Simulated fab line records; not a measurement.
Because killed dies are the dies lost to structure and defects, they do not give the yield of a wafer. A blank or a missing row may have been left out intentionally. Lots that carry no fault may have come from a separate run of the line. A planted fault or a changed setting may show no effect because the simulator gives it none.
fab line records | flow gf180mcu
[record] lots = 11 | wafers = 33 | lastDay = 34
route steps=602 shown M1@331 V1@361 M2@377 M5@536
lots untouched by any fault: they come from a run of this same line in which no faults occurred
startH: hours from the record's opening day to when the first of the lot's shown wafers began | waitH: hours from the lot's prior step to this one | " unchanged from the row above | L1.1+2: a single row standing in for several wafers | - value missing, or start not given | * or withheld: withheld | < > ~ a bound
route shown NAME@n: NAME is a module with steps in the file, n the number in the route of the first one | usual: mean/standard deviation of fault-free wafers | same: alike in all rows | chamber/n: place in a boat | sites: the reading at each site | _std_site: standard deviation across them | _edge_site: mean of outer sites minus mean of inner sites | radiusMm: for every site, how far away it sits from the centre of the wafer | mask NAME#n: copy n | behind: the most recent tool/chamber to have shaped the wafer | hold: why the lot went on hold/how many hours it stayed there/how the hold came to an end | device: whichever transistor did not switch (one of n, p or np) | end of line: the tests these same wafers got at the end of their route | step lacking rows: just its recipe | killed: at the first sort, the dies lost to defects and structure; wafer yield is something else | map: per-die view of a wafer (x killed, . not killed, _ where there is no die)
set.NAME: the setting that was run; set.NAME@STEP: the one run at that earlier step | model.NAME: the simulator's own value behind a step, which no gauge read
one table for each step of the route and one row for each wafer, over a sample of lots
services: a tool's chamber out of use, with start hour (startH, from the record's first day; less than 0 if before it), hours out, and reason
[[steps]]
[step GF_M1_METAL_ETCH_16]
[recipe] chemistry = Cl2/BCl3 | maskMaterial = KrF | targetDepthNm = 750.8 | stopOn = SiO2 | pressureMtorr = 8 | icpW = 800 | biasW = 140 | Cl2_flow_sccm = 80 | bcl3FlowSccm = 40 | timeS = 125.1
[usual] drypumpMotorCurrentA = 5.7/0.4 | oesProductAu = 0.992/0.0063 | runLengthS = 153.5/0.67 | throttleValvePct = 28.226/0.011
lot.wafer | tool        | chamber | startH | waitH | drypumpMotorCurrentA | oesProductAu | rfHoursCounterH | runLengthS | throttleValvePct
L416.2    | rieMetal-02 | 1       | 390.25 | 0.0   | 5.4                  | 0.994        | 7               | 153.4      | 28.234
L416.4    | "           | 0       | "      | "     | 5.1                  | 0.999        | -               | 153.4      | 28.215
L416.5    | "           | 1       | "      | "     | 5.4                  | 0.995        | -               | 153.3      | 28.221
L417.2    | rieMetal-02 | 1       | 395.95 | 0.1   | 5.4                  | 0.996        | -               | 153.5      | 28.219
L417.4    | "           | 1       | "      | "     | 5.4                  | 0.995        | -               | 153.3      | 28.223
L417.5    | "           | 1       | "      | "     | 5.5                  | 0.989        | -               | 153.3      | 28.219
L418.1    | rieMetal-03 | 0       | 405.45 | 0.0   | 5.8                  | 0.995        | 6               | 153.0      | 28.217
L418.4    | "           | 0       | "      | "     | 5.9                  | 0.990        | -               | 153.1      | 28.246
L418.5    | "           | 0       | "      | "     | 5.8                  | 0.994        | -               | 152.9      | 28.226
L421.2    | rieMetal-04 | 0       | 436.15 | 0.1   | 5.7                  | 0.980        | -               | 153.3      | 28.234
L421.3    | "           | 0       | "      | "     | 5.7                  | 0.979        | -               | 153.3      | 28.249
L421.6    | "           | 0       | "      | "     | 5.7                  | 0.971        | -               | 153.2      | 28.250
L422.1    | rieMetal-02 | 0       | 438.81 | 0.0   | 5.1                  | 0.998        | 9               | 153.5      | 28.226
L422.4    | "           | 0       | "      | "     | 5.1                  | 0.992        | -               | 153.2      | 28.233
L422.5    | "           | 0       | "      | "     | 5.1                  | 0.994        | -               | 153.8      | 28.234
L425.1    | rieMetal-03 | 0       | 468.11 | 0.0   | 5.8                  | 0.996        | 7               | 153.4      | 28.223
L425.4    | "           | 0       | "      | "     | 5.8                  | 0.985        | -               | 153.3      | 28.200
L425.5    | "           | 1       | "      | "     | 6.3                  | 0.981        | -               | 153.5      | 28.207
L431.1    | rieMetal-04 | 1       | 518.75 | 0.0   | 5.9                  | 1.003        | 2               | 152.8      | 28.241
L431.2    | "           | 1       | "      | "     | 5.9                  | 1.000        | -               | 153.1      | 28.225
L431.4    | "           | 1       | "      | "     | 5.9                  | 0.995        | -               | 152.8      | 28.235
L434.2    | rieMetal-02 | 1       | 543.46 | 0.0   | 5.4                  | 0.995        | 10              | 153.3      | 28.221
L434.3    | "           | 0       | "      | "     | 5.1                  | 0.991        | -               | 153.4      | 28.229
L434.4    | "           | 1       | "      | "     | 5.4                  | 1.000        | -               | 153.5      | 28.202
L435.4    | rieMetal-04 | 0       | 553.05 | 0.1   | 5.7                  | 0.992        | -               | 153.7      | 28.254
L435.5    | "           | 0       | "      | "     | 5.7                  | 0.991        | -               | 153.5      | 28.244
L435.6    | "           | 1       | "      | "     | 5.9                  | 0.999        | -               | 152.9      | 28.204
L436.1    | rieMetal-04 | 1       | 558.86 | 0.0   | 5.9                  | 0.996        | 4               | 153.0      | 28.233
L436.3    | "           | 0       | "      | "     | 5.7                  | 0.982        | -               | 153.9      | 28.237
L436.5    | "           | 0       | "      | "     | 5.7                  | 0.996        | -               | 153.4      | 28.225
L438.2    | rieMetal-04 | 0       | 576.85 | 0.0   | 5.7                  | 0.985        | 2               | 153.4      | 28.208
L438.3    | "           | 0       | "      | "     | 5.7                  | 0.993        | -               | 153.4      | 28.208
L438.6    | "           | 1       | "      | "     | 5.9                  | 0.996        | -               | 152.8      | 28.224
[step GF_V1_CMP_26]
[recipe] stopOn = SiO2 | downForcePsi = 3.5 | platenRpm = 60 | tOverpolishS = 15 | targetThkNm = 0 | padVelocityMS = 0.94248
[usual] motorCurrentA = 11.5/1.2 | overpolishRunS = 15.001/0.0094 | timeToEndpointS = 85/4.2
lot.wafer | tool   | chamber | startH | waitH | motorCurrentA | overpolishRunS | timeToEndpointS
L416.2    | cmp-02 | 2       | 416.26 | 0.1   | 11.3          | 15.016         | 94
L416.4    | "      | 3       | "      | "     | 11.7          | 15.017         | 92
L416.5    | "      | 2       | "      | "     | 12.0          | 15.018         | 90
L417.4    | cmp-02 | 3       | 422.52 | 0.1   | 11.7          | 14.989         | 87
L417.2    | "      | 0       | "      | "     | 11.5          | 15.002         | 87
L417.5    | "      | 2       | "      | "     | 11.7          | 14.989         | 85
L418.4    | cmp-02 | 1       | 431.71 | 0.0   | 11.3          | 14.990         | 92
L418.1    | "      | 2       | "      | "     | 11.8          | 14.993         | 89
L418.5    | "      | 2       | "      | "     | 11.0          | 15.003         | 89
L421.3    | cmp-01 | 0       | 463.57 | 0.0   | 10.0          | 14.994         | 83
L421.2    | "      | 3       | "      | "     | 13.7          | 14.992         | 84
L421.6    | "      | 1       | "      | "     | 11.0          | 14.989         | 85
L422.1    | cmp-01 | 1       | 465.19 | 0.1   | 11.5          | 14.996         | 87
L422.4    | "      | 2       | "      | "     | 10.9          | 15.001         | 88
L422.5    | "      | 2       | "      | "     | 12.7          | 14.999         | 90
L425.1    | cmp-01 | 3       | 494.76 | 0.1   | 12.8          | 15.015         | 81
L425.4    | "      | 2       | "      | "     | 11.9          | 15.006         | 85
L425.5    | "      | 0       | "      | "     | 9.5           | 14.984         | 84
L431.1    | cmp-02 | 3       | 543.80 | 0.1   | 11.8          | 15.002         | 82
L431.4    | "      | 1       | "      | "     | 10.8          | 15.002         | 92
L431.2    | "      | 2       | "      | "     | 11.4          | 15.003         | 83
L434.2    | cmp-01 | 3       | 568.46 | 0.0   | 13.6          | 15.000         | 77
L434.4    | "      | 0       | "      | "     | 9.4           | 15.004         | 88
L434.3    | "      | 2       | "      | "     | 11.0          | 15.005         | 80
L435.4    | cmp-01 | 0       | 577.97 | 0.1   | 9.7           | 14.997         | 88
L435.6    | "      | 3       | "      | "     | 13.9          | 14.988         | 81
L435.5    | "      | 0       | "      | "     | 9.9           | 15.022         | 85
L436.1    | cmp-01 | 0       | 583.71 | 0.1   | 9.8           | 14.987         | 83
L436.3    | "      | 3       | "      | "     | 12.9          | 15.012         | 81
L436.5    | "      | 0       | "      | "     | 10.0          | 14.994         | 84
L438.2    | cmp-01 | 0       | 600.82 | 0.1   | 10.2          | 14.999         | 82
L438.3    | "      | 1       | "      | "     | 11.8          | 14.997         | 77
L438.6    | "      | 2       | "      | "     | 11.6          | 14.994         | 82
[step GF_M2_OVL_MEAS_15]
[usual] M2_OVL = 4/7.6
lot.wafer | tool       | chamber | startH | waitH | M2_OVL[nm]
L416.2    | overlay-02 | -       | 441.28 | 0.1   | 6
L416.4    | "          | -       | "      | "     | 5
L416.5    | "          | -       | "      | "     | 6
L417.2    | overlay-01 | -       | 447.98 | 0.1   | 14
L417.4    | "          | -       | "      | "     | 6
L417.5    | "          | -       | "      | "     | 9
L418.1    | overlay-02 | -       | 456.57 | 0.1   | 10
L418.4    | "          | -       | "      | "     | 17
L418.5    | "          | -       | "      | "     | 9
L421.2    | overlay-02 | -       | 487.92 | 0.1   | 12
L421.3    | "          | -       | "      | "     | 7
L421.6    | "          | -       | "      | "     | 3
L422.1    | overlay-01 | -       | 489.67 | 0.1   | 12
L422.4    | "          | -       | "      | "     | 19
L422.5    | "          | -       | "      | "     | 17
L425.1    | overlay-02 | -       | 518.77 | 0.1   | 5
L425.4    | "          | -       | "      | "     | 15
L425.5    | "          | -       | "      | "     | 6
L431.1    | overlay-02 | -       | 566.91 | 0.1   | 10
L431.2    | "          | -       | "      | "     | 13
L431.4    | "          | -       | "      | "     | 9
L434.2    | overlay-01 | -       | 590.03 | 0.1   | 11
L434.3    | "          | -       | "      | "     | 12
L434.4    | "          | -       | "      | "     | 10
L435.4    | overlay-01 | -       | 599.84 | 0.1   | 6
L435.5    | "          | -       | "      | "     | 5
L435.6    | "          | -       | "      | "     | -1
L436.1    | overlay-01 | -       | 605.87 | 0.1   | 3
L436.3    | "          | -       | "      | "     | 2
L436.5    | "          | -       | "      | "     | 3
L438.2    | overlay-02 | -       | 622.53 | 0.1   | -11
L438.3    | "          | -       | "      | "     | -6
L438.6    | "          | -       | "      | "     | -9
[step GF_M5_METAL_ETCH_10]
[recipe] chemistry = Cl2/BCl3 | maskMaterial = KrF | targetDepthNm = 750.8 | stopOn = SiO2 | pressureMtorr = 8 | icpW = 800 | biasW = 140 | Cl2_flow_sccm = 80 | bcl3FlowSccm = 40 | timeS = 125.1
[usual] drypumpMotorCurrentA = 5.5/0.47 | oesProductAu = 0.989/0.007 | runLengthS = 153.6/0.78 | throttleValvePct = 28.230/0.011
lot.wafer | tool        | chamber | startH | waitH | drypumpMotorCurrentA | oesProductAu | rfHoursCounterH | runLengthS | throttleValvePct
L416.2    | rieMetal-01 | 0       | 609.68 | 0.0   | 5.2                  | 0.983        | 2               | 154.0      | 28.240
L416.4    | "           | 1       | "      | "     | 4.9                  | 0.987        | -               | 152.8      | 28.235
L416.5    | "           | 0       | "      | "     | 5.2                  | 0.984        | -               | 154.2      | 28.228
L417.2    | rieMetal-01 | 1       | 616.28 | 0.0   | 4.9                  | 0.987        | 15              | 153.0      | 28.231
L417.4    | "           | 0       | "      | "     | 5.2                  | 0.984        | -               | 154.7      | 28.251
L417.5    | "           | 1       | "      | "     | 4.9                  | 1.001        | -               | 152.9      | 28.227
L418.1    | rieMetal-04 | 0       | 623.23 | 0.0   | 5.7                  | 0.993        | 3               | 154.2      | 28.223
L418.4    | "           | 0       | "      | "     | 5.6                  | 0.992        | -               | 153.5      | 28.247
L418.5    | "           | 0       | "      | "     | 5.6                  | 0.991        | -               | 153.7      | 28.226
L421.2    | rieMetal-01 | 0       | 650.13 | 0.0   | 5.2                  | 0.980        | 4               | 154.6      | 28.268
L421.3    | "           | 1       | "      | "     | 4.9                  | 0.992        | -               | 153.0      | 28.228
L421.6    | "           | 1       | "      | "     | 4.9                  | 0.991        | -               | 152.9      | 28.221
L422.1    | rieMetal-01 | 0       | 652.73 | 0.0   | 5.2                  | 0.981        | 4               | 154.3      | 28.241
L422.4    | "           | 1       | "      | "     | 4.9                  | 0.994        | -               | 153.1      | 28.223
L422.5    | "           | 0       | "      | "     | 5.2                  | 0.978        | -               | 154.0      | 28.234
L425.1    | rieMetal-01 | 0       | 675.28 | 0.0   | 5.2                  | 0.979        | 5               | 156.8      | 28.236
L425.4    | "           | 0       | "      | "     | 5.2                  | 0.989        | -               | 157.0      | 28.230
L425.5    | "           | 0       | "      | "     | 5.2                  | 0.981        | -               | 157.3      | 28.236
L431.1    | rieMetal-04 | 1       | 716.33 | 0.0   | 5.9                  | 0.989        | 10              | 152.8      | 28.232
L431.2    | "           | 0       | "      | "     | 5.7                  | 0.980        | 7               | 153.4      | 28.230
L431.4    | "           | 1       | "      | "     | 5.9                  | 0.993        | -               | 153.0      | 28.217
L434.2    | rieMetal-01 | 0       | 736.48 | 0.0   | 5.2                  | 0.991        | 7               | 154.3      | 28.242
L434.3    | "           | 0       | "      | "     | 5.2                  | 0.994        | -               | 154.0      | 28.233
L434.4    | "           | 1       | "      | "     | 4.9                  | 0.906        | -               | 174.7      | 28.329
L435.4    | rieMetal-01 | 0       | 743.72 | 0.0   | 5.2                  | 0.984        | -               | 153.7      | 28.236
L435.5    | "           | 1       | "      | "     | 4.9                  | 0.908        | -               | 174.3      | 28.311
L435.6    | "           | 0       | "      | "     | 5.2                  | 0.981        | -               | 154.2      | 28.249
L436.1    | rieMetal-03 | 1       | 749.88 | 0.0   | 6.3                  | 0.990        | 5               | 153.6      | 28.225
L436.3    | "           | 0       | "      | "     | 5.9                  | 1.000        | -               | 153.2      | 28.241
L436.5    | "           | 0       | "      | "     | 5.8                  | 0.996        | -               | 153.4      | 28.208
L438.2    | rieMetal-04 | 0       | 760.91 | 0.0   | 5.7                  | 0.986        | 9               | 153.2      | 28.243
L438.3    | "           | 1       | "      | "     | 5.9                  | 1.005        | -               | 152.8      | 28.211
L438.6    | "           | 1       | "      | "     | 5.9                  | 1.007        | -               | 152.7      | 28.246
[step GF_M5_STRIP_11]
[recipe] chemistry = O2/N2 | powerW = 1400 | pressureMtorr = 1500 | platenTempC = 250 | o2FlowSccm = 3000 | n2FlowSccm = 300 | overashFraction = 0.5
[usual] drypumpMotorCurrentA = 5.9/0.38 | heaterPowerW = 362/47 | o2FlowSccm = 3000/9 | oesProductAu = 0.524/0.0052 | stripTimeToEndpointS = 7.06/0.058
lot.wafer | tool           | chamber | startH | waitH | drypumpMotorCurrentA | heaterPowerW | o2FlowSccm | oesProductAu | rfHoursCounterH | stripTimeToEndpointS
L416.2    | plasmaAsher-02 | 0       | 609.81 | 0.1   | 6.4                  | 286          | 2997       | 0.531        | 54              | 7.17
L416.4    | "              | 1       | "      | "     | 5.5                  | 394          | 2994       | 0.522        | -               | 7.10
L416.5    | "              | 0       | "      | "     | 6.4                  | 287          | 2990       | 0.533        | -               | 7.08
L417.2    | plasmaAsher-01 | 0       | 616.41 | 0.1   | 5.6                  | 371          | 3006       | 0.522        | 19              | 7.04
L417.4    | "              | 0       | "      | "     | 5.6                  | 364          | 3000       | 0.524        | -               | 7.06
L417.5    | "              | 0       | "      | "     | 5.6                  | 381          | 3001       | 0.511        | -               | 7.03
L418.1    | plasmaAsher-04 | 1       | 623.36 | 0.1   | 6.6                  | 434          | 3003       | 0.522        | 85              | 6.98
L418.4    | "              | 0       | "      | "     | 6.1                  | 308          | 3009       | 0.520        | -               | 6.99
L418.5    | "              | 1       | "      | "     | 6.6                  | 427          | 2986       | 0.522        | -               | 6.99
L421.2    | plasmaAsher-02 | 0       | 650.26 | 0.1   | 6.4                  | 284          | 2997       | 0.522        | 58              | 7.09
L421.3    | "              | 1       | "      | "     | 5.5                  | 410          | 2994       | 0.518        | -               | 6.94
L421.6    | "              | 0       | "      | "     | 6.4                  | 278          | 3010       | 0.526        | -               | 6.95
L422.1    | plasmaAsher-02 | 1       | 652.86 | 0.1   | 5.5                  | 406          | 2990       | 0.519        | 59              | 7.11
L422.4    | "              | 0       | "      | "     | 6.4                  | 285          | 3004       | 0.520        | -               | 6.98
L422.5    | "              | 1       | "      | "     | 5.5                  | 396          | 3010       | 0.518        | -               | 7.09
L425.1    | plasmaAsher-01 | 1       | 675.45 | 0.1   | 5.9                  | 379          | 3014       | 0.523        | 24              | 7.05
L425.4    | "              | 0       | "      | "     | 5.6                  | 372          | 2987       | 0.527        | -               | 7.05
L425.5    | "              | 0       | "      | "     | 5.6                  | 363          | 2992       | 0.529        | -               | 7.04
L431.1    | plasmaAsher-02 | 0       | 716.46 | 0.1   | 6.3                  | 281          | 2989       | 0.521        | 65              | 7.07
L431.2    | "              | 1       | "      | "     | 5.5                  | 401          | 3000       | 0.526        | 65              | 7.16
L431.4    | "              | 0       | "      | "     | 6.3                  | 285          | 2988       | 0.522        | -               | 7.08
L434.2    | plasmaAsher-02 | 1       | 736.61 | 0.1   | 5.5                  | 396          | 3000       | 0.538        | 68              | 7.08
L434.3    | "              | 0       | "      | "     | 6.4                  | 281          | 3005       | 0.529        | -               | 7.10
L434.4    | "              | 1       | "      | "     | 5.5                  | 397          | 2999       | 0.498        | -               | 6.56
L435.4    | plasmaAsher-01 | 0       | 743.84 | 0.1   | 5.6                  | 371          | 3019       | 0.521        | -               | 7.06
L435.5    | "              | 0       | "      | "     | 5.6                  | 357          | 3001       | 0.505        | -               | 6.50
L435.6    | "              | 1       | "      | "     | 5.9                  | 391          | 3015       | 0.519        | -               | 7.09
L436.1    | plasmaAsher-01 | 0       | 750.01 | 0.1   | 5.6                  | 361          | 2993       | 0.523        | 34              | 7.15
L436.3    | "              | 1       | "      | "     | 5.9                  | 386          | 3000       | 0.528        | -               | 7.04
L436.5    | "              | 0       | "      | "     | 5.6                  | 364          | 3004       | 0.523        | -               | 6.99
L438.2    | plasmaAsher-01 | 0       | 761.04 | 0.1   | 5.6                  | 368          | 2995       | 0.531        | 35              | 7.11
L438.3    | "              | 1       | "      | "     | 5.9                  | 382          | 3014       | 0.522        | -               | 6.94
L438.6    | "              | 1       | "      | "     | 5.9                  | 393          | 3007       | 0.523        | -               | 6.96
[[services]]
tool           | chamber | startH | hours | kind
rieMetal-02    | 0       | 391.54 | 11.1  | repair
cmp-02         | -       | 404.05 | 4.0   | pm
rieMetal-04    | 0       | 413.55 | 14.7  | repair
plasmaAsher-01 | -       | 421.25 | 9.0   | pm
plasmaAsher-01 | -       | 431.96 | 9.9   | repair
rieMetal-04    | -       | 440.90 | 0.3   | repair
plasmaAsher-01 | -       | 468.45 | 2.2   | repair
rieMetal-02    | -       | 482.30 | 14.6  | pm
cmp-01         | -       | 503.18 | 7.0   | pm
cmp-02         | -       | 510.42 | 7.3   | pm
plasmaAsher-01 | -       | 512.88 | 2.8   | pm
plasmaAsher-01 | -       | 531.99 | 4.9   | repair
cmp-02         | -       | 549.37 | 0.5   | repair
plasmaAsher-01 | -       | 563.42 | 0.8   | repair
rieMetal-02    | 1       | 566.14 | 13.5  | repair
cmp-01         | -       | 572.00 | 4.0   | pm
rieMetal-01    | 0       | 583.65 | 2.0   | repair
plasmaAsher-01 | -       | 587.28 | 4.3   | pm
cmp-01         | -       | 625.36 | 7.4   | repair
plasmaAsher-01 | -       | 629.86 | 4.2   | repair
rieMetal-01    | -       | 636.66 | 2.8   | pm
plasmaAsher-02 | -       | 656.94 | 0.4   | repair
cmp-02         | -       | 668.64 | 1.5   | repair
rieMetal-01    | 0       | 705.89 | 9.4   | repair
[[key]]
[firstSign] step = GF_M5_METAL_ETCH_10 | reading = runLengthS | direction = up | sigmas = 27 | usual = * | struck = *
[effect] step = GF_M5_METAL_ETCH_10 | reading = oesProductAu | direction = down | sigmas = 12 | usual = 0.989 | struck = 0.907
[effect] step = GF_M5_STRIP_11 | reading = stripTimeToEndpointS | direction = down | sigmas = 9.1 | usual = * | struck = *
metAt GF_M5_METAL_ETCH_10
struckLots L434,L435
struckWafers L434.4,L435.5
notActingAt GF_M1_METAL_ETCH_16,GF_V1_CMP_26,GF_M2_OVL_MEAS_15
onsetBetween 652.73 736.48
[fault] kind = processParameterDrift | tool = rieMetal-01 | chamber = 1 | onsetH = 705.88 | steps = GF_M5_METAL_ETCH_10 | channel = timeS | offset = * | shape = step | endH = 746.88 | actsIn = * | stated = *
